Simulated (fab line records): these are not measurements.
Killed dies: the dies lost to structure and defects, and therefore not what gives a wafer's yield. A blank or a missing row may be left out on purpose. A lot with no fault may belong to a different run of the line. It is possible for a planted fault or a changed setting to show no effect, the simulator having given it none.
Which tool did it? | flow sky130 | 13 lots, 39 wafers sampled, at 3 steps of a route of 708

## WHAT EACH GAUGE READ, for each wafer
SKY_VT_ADJUST_LVTN_OVL_MEAS_18.
lot  | measured     | on         | VT_ADJUST_LVTN_01_OVL (nm)
L210 | day 8 13:41  | overlay-01 | 2.5 -1.5 -1.0
L211 | day 8 15:04  | overlay-01 | 1.6 0.9 3.1
L212 | day 8 23:18  | overlay-02 | 0.0 0.0 2.2
L213 | day 9 03:28  | overlay-02 | -0.8 -1.2 -1.9
L214 | day 9 05:53  | overlay-01 | 1.5 0.4 -0.4
L215 | day 9 06:50  | overlay-01 | -0.7 -1.3 -1.4
L216 | day 9 19:28  | overlay-02 | 3.3 3.4 4.6
L217 | day 9 19:46  | overlay-01 | -1.4 -1.3 -0.6
L218 | day 10 07:05 | overlay-02 | 0.9 -0.7 1.9
L219 | day 10 13:43 | overlay-01 | 1.3 3.5 2.1
L226 | day 12 10:40 | overlay-01 | -1.6 -0.1 -0.7
L228 | day 12 18:08 | overlay-01 | -0.3 -0.7 0.5
L230 | day 13 11:47 | overlay-01 | 1.7 1.0 0.4

SKY_SONOS_TUNNEL_CD_MEAS_07 targets a cd of 410 nm.
lot  | measured     | on        | cd_nm (nm)
L210 | day 12 08:56 | cd_sem-01 | 414.0 411.4 415.3
L211 | day 12 10:12 | cd_sem-01 | 411.1 412.6 412.3
L212 | day 12 20:41 | cd_sem-01 | 412.7 409.7 412.4
L213 | day 13 00:59 | cd_sem-01 | 410.0 409.9 410.5
L214 | day 13 03:44 | cd_sem-02 | 412.3 416.0 412.0
L215 | day 13 05:25 | cd_sem-01 | 412.6 412.7 413.9
L216 | day 13 20:51 | cd_sem-02 | 409.3 410.9 409.9
L217 | day 13 21:08 | cd_sem-02 | 409.6 408.8 409.2
L218 | day 14 10:35 | cd_sem-01 | 405.1 406.4 406.1
L219 | day 14 16:30 | cd_sem-02 | 407.3 409.5 407.9
L226 | day 16 23:08 | cd_sem-02 | 410.1 409.8 409.3
L228 | day 17 06:38 | cd_sem-02 | 408.4 410.6 408.1
L230 | day 18 02:53 | cd_sem-01 | 408.9 408.6 407.6

SKY_POLY_GATE_CD_MEAS_22.
lot  | measured     | on        | cd_nm (nm)
L210 | day 17 09:23 | cd_sem-01 | 148.6 151.5 148.3
L211 | day 17 14:50 | cd_sem-01 | 147.2 153.0 153.7
L212 | day 18 05:13 | cd_sem-01 | 147.7 147.9 151.7
L213 | day 18 06:40 | cd_sem-02 | 151.2 152.9 153.5
L214 | day 18 12:21 | cd_sem-02 | 144.9 151.6 152.0
L215 | day 18 16:31 | cd_sem-02 | 149.9 148.4 150.3
L216 | day 19 03:49 | cd_sem-01 | 151.4 150.3 151.4
L217 | day 19 09:29 | cd_sem-01 | 149.7 147.9 149.1
L218 | day 19 23:16 | cd_sem-02 | 147.8 140.7 150.7
L219 | day 20 06:51 | cd_sem-01 | 149.5 154.0 151.2
L226 | day 22 19:34 | cd_sem-01 | 150.6 151.6 150.5
L228 | day 23 03:19 | cd_sem-01 | 150.1 142.8 151.3
L230 | day 23 19:58 | cd_sem-01 | 152.6 154.1 151.5

## EACH LOT AND THE TOOL THAT RAN IT (in order: tool; ch and the chambers of the sampled wafers; start)
There is no process step in the record ahead of these readings.

## AS READ BY THE TOOLS THEMSELVES (means over the sampled wafers that have a number; for cases with no such wafer, the mark the record gives instead)
The record holds no such reading with a usual standard deviation.

## THE ANSWER, worked out from the rows above alone
Rule: the lots themselves supply what counts as usual. Put in order of their means at a reading, lots are off if they are a third of the lots or fewer, leave a main group of 4 or more, and stand apart from it by a gap of 3 or more times the standard deviation of the main group's means; of several such gaps the widest counts. The tables above print the reading to a certain number of digits; a main group whose means all agree to those digits is not used. A lot without any number at a reading at which 4 lots or more have one is off too. Any other lot the step has rows for is counted as sound. The gauges are gone through in route order, then the tools' own readings, and for those a lot's mean is taken as printed above. At the first step where some lot is off, the reading lying furthest off is the one used; lots without a number count as furthest.
No lot is off at any reading shown: from this, nothing can be told.

## WHAT THE SIMULATOR HAD PUT IN
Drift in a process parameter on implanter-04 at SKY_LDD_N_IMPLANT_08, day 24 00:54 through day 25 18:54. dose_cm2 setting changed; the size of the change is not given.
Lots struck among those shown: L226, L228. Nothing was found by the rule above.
